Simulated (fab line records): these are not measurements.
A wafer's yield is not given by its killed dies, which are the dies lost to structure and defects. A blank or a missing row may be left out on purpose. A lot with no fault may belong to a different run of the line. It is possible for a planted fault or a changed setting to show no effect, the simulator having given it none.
Struck lot and sound lot, side by side / flow sky130 / 44 steps out of a route of 708
Sound: wafers L709.1, L709.2, L709.3. The struck wafers were L716.4, L716.6. At the end, the cause is stated.
For every step that has rows: the tool of each side, followed by ch and its chambers, followed by its first start. Under that, the readings that differ: sound wafers / struck wafers / difference of the means / sigmas: that difference in standard deviations of wafers without a fault.
alike: readings with means less than 2 such deviations apart, plus words and numbers identical on both sides. not compared: withheld readings, readings lacking a value on some wafer, bounds such as >300 that could conceal the same value, and numbers that have no deviation in the record and whose values overlap.
The two part at a step that has a row with sigmas, a row that says differs or no value, or rows on one side only. Numbers that have no deviation but don't overlap get no sigmas and don't part them. A reading that every wafer of one side lacks parts them only if that side has two wafers or more.

first, 5 steps without rows for these wafers: SKY_VIA3_STRIP_17 (strips in post etch residue remover, time 1200 s); SKY_VIA3_CLEAN_18 (cleans in IPA, time 180 s); SKY_VIA3_CLEAN_19 (cleans in O3/DIW); SKY_VIA3_SPUTTER_20 (material TiN, target thk 20 nm, time 80 s); SKY_VIA3_CVD_21 (deposits W, target thk 390 nm, time 117.31 s).
SKY_VIA3_RS_MEAS_22: a four-point-probe measurement.
  sound on film_metro-01 at day 41 10:28; struck on film_metro-02 at day 43 13:58
reading=VIA3_W_RS (ohm/sq); sound=0.3038 0.2981 0.3014; struck=0.2949 0.2956; difference=-0.0058; sigmas=-2
SKY_VIA3_THK_MEAS_23: measures by xrf.
  sound on film_metro-01 at day 41 10:35; struck on film_metro-02 at day 43 14:03
reading=VIA3_W_THK (nm); sound=358 364 361; struck=380 377; difference=+18; sigmas=+4
then, 1 step without rows for these wafers: SKY_VIA3_CMP_24 (polishes, stops on SiO2, t overpolish 20 s, target thk 0 nm).
SKY_METAL4_SPUTTER_00: material Ti, target thk 15 nm, time 10 s.
  sound on pvd_sputter-01 at day 41 10:56; struck on pvd_sputter-01 at day 43 14:23
  alike: throttle_valve_pct
SKY_METAL4_SPUTTER_01: material TiN, target thk 20 nm, time 16.7 s.
  sound on pvd_sputter-01 at day 41 10:58; struck on pvd_sputter-01 at day 43 14:25
  alike: throttle_valve_pct
then, 1 step without rows for these wafers: SKY_METAL4_SPUTTER_02 (material AlCu, target thk 735 nm, time 39.1 s).
SKY_METAL4_SPUTTER_03: material Ti, target thk 5 nm, time 3.3 s.
  sound on pvd_sputter-01 at day 41 11:02; struck on pvd_sputter-01 at day 43 14:28
  alike: throttle_valve_pct
SKY_METAL4_SPUTTER_04: material TiN, target thk 70 nm, time 58.3 s.
  sound on pvd_sputter-01 at day 41 11:03; struck on pvd_sputter-01 at day 43 14:29
reading=model.TiN_of_METAL4_SPUTTER_04.thk_nm (nm); sound=68.94 70.36 70.11; struck=112.3 112.6; difference=+42.6; sigmas=
  alike: throttle_valve_pct
then, 1 step without rows for these wafers: SKY_CAP2M_CVD_00 (deposits SiO2, target thk 15.5 nm).
SKY_CAP2M_THK_MEAS_01:
  sound on film_metro-04 at day 41 11:07; struck on film_metro-04 at day 43 14:35
  alike: CAP2M_CVD_00_THK
SKY_CAP2M_SPUTTER_02: material TiN, target thk 200 nm, time 166.7 s.
  sound on pvd_sputter-02 at day 41 11:11; struck on pvd_sputter-02 at day 43 14:37
  alike: susceptor_temp_C, throttle_valve_pct
SKY_CAP2M_RS_MEAS_03: a four-point-probe measurement.
  sound on film_metro-04 at day 41 11:17; struck on film_metro-03 at day 43 14:47
  alike: CAP2M_TIN_RS
SKY_CAP2M_THK_MEAS_04: measures by xrf.
  sound on film_metro-04 at day 41 11:25; struck on film_metro-03 at day 43 14:53
  alike: CAP2M_TIN_THK
then, 7 steps without rows for these wafers: SKY_CAP2M_DEHYDRATE_05 (time 60 s); SKY_CAP2M_HMDS_06 (prime time 60 s); SKY_CAP2M_COAT_07 (resist thk 1140 nm); SKY_CAP2M_SOFTBAKE_08 (time 60 s); SKY_CAP2M_EXPOSE_09 (exposes mask CAP2M, target cd 1000 nm); SKY_CAP2M_PEB_10; SKY_CAP2M_DEVELOP_11 (develop time 60 s).
SKY_CAP2M_OVL_MEAS_12:
  sound on overlay-02 at day 42 10:01; struck on overlay-02 at day 44 13:52
  alike: CAP2M_OVL
then, 13 steps without rows for these wafers: SKY_CAP2M_METAL_ETCH_13 (etches TiN in Cl2/BCl3, stops on SiO2, target depth 220 nm, time 62.9 s); SKY_CAP2M_STRIP_14 (strips in O2/N2); SKY_CAP2M_STRIP_15 (strips in post etch residue remover, time 1200 s); SKY_CAP2M_CLEAN_16 (cleans in IPA, time 180 s); SKY_CAP2M_CLEAN_17 (cleans in O3/DIW); SKY_METAL4_DEHYDRATE_05 (time 60 s); SKY_METAL4_HMDS_06 (prime time 60 s); SKY_METAL4_COAT_07 (resist thk 60 nm); SKY_METAL4_COAT_08 (resist thk 1140 nm); SKY_METAL4_SOFTBAKE_09 (time 90 s); SKY_METAL4_EXPOSE_10 (exposes mask MM4, target cd 300 nm); SKY_METAL4_PEB_11; SKY_METAL4_DEVELOP_12 (develop time 60 s).
SKY_METAL4_CD_MEAS_13: target cd 300 nm.
  sound on cd_sem-02 at day 43 09:34; struck on cd_sem-01 at day 45 12:23
  alike: cd_nm
SKY_METAL4_OVL_MEAS_14:
  sound on overlay-01 at day 43 09:41; struck on overlay-01 at day 45 12:28
  alike: METAL4_OVL
SKY_METAL4_DESCUM_15: chemistry O2, time 8 s.
  sound on rie_metal-01 ch 0,1, day 43 09:43; struck on rie_metal-04 ch 1, day 45 12:30
  alike: drypump_motor_current_A, oes_product_au, temp_c
  not compared: rf_hours_counter_h
SKY_METAL4_METAL_ETCH_18: etches the open film in Cl2/BCl3, stops on SiO2, target depth 845 nm, time 183.1 s.
  sound on rie_metal-02 ch 0,1, day 43 09:52; struck on rie_metal-01 ch 0, day 45 12:42
reading=oes_product_au (a.u.); sound=0.865 0.865 0.869; struck=0.889 0.890; difference=+0.023; sigmas=+3
  alike: drypump_motor_current_A, throttle_valve_pct
  not compared: rf_hours_counter_h
-- the record jumps here: 4 days lie between the struck wafers' starts before and after (it left off in module METAL4 and takes up again in module PAD_OPEN, whose first step shown is number 708 of the route) --
SKY_PAD_OPEN_PROBE_99:
  sound on prober-02 at day 47 05:00; struck on prober-02 at day 49 04:00
reading=killed_at_contacts; sound=25 47 21; struck=16 21; difference=-12; sigmas=-2
reading=sort_bin_6_memory (%); sound=6.7 8.7 6.3; struck=4.5 5.1; difference=-2.4; sigmas=-2
  alike: defect_limited_yield, killed_at_M0_to_M3, killed_at_M4_up, killed_at_front_end, killed_at_other, killed_dies, killed_open, killed_short, sort_bin_3_pad_short, sort_bin_5_function, sort_n_pass, sort_yield_pct
  not compared: model.etest.via4_chain.rc_ohm

## WHERE THEY PART
Earliest at SKY_VIA3_RS_MEAS_22; latest, in this record, at SKY_PAD_OPEN_PROBE_99.

WHY: what the simulator had put in
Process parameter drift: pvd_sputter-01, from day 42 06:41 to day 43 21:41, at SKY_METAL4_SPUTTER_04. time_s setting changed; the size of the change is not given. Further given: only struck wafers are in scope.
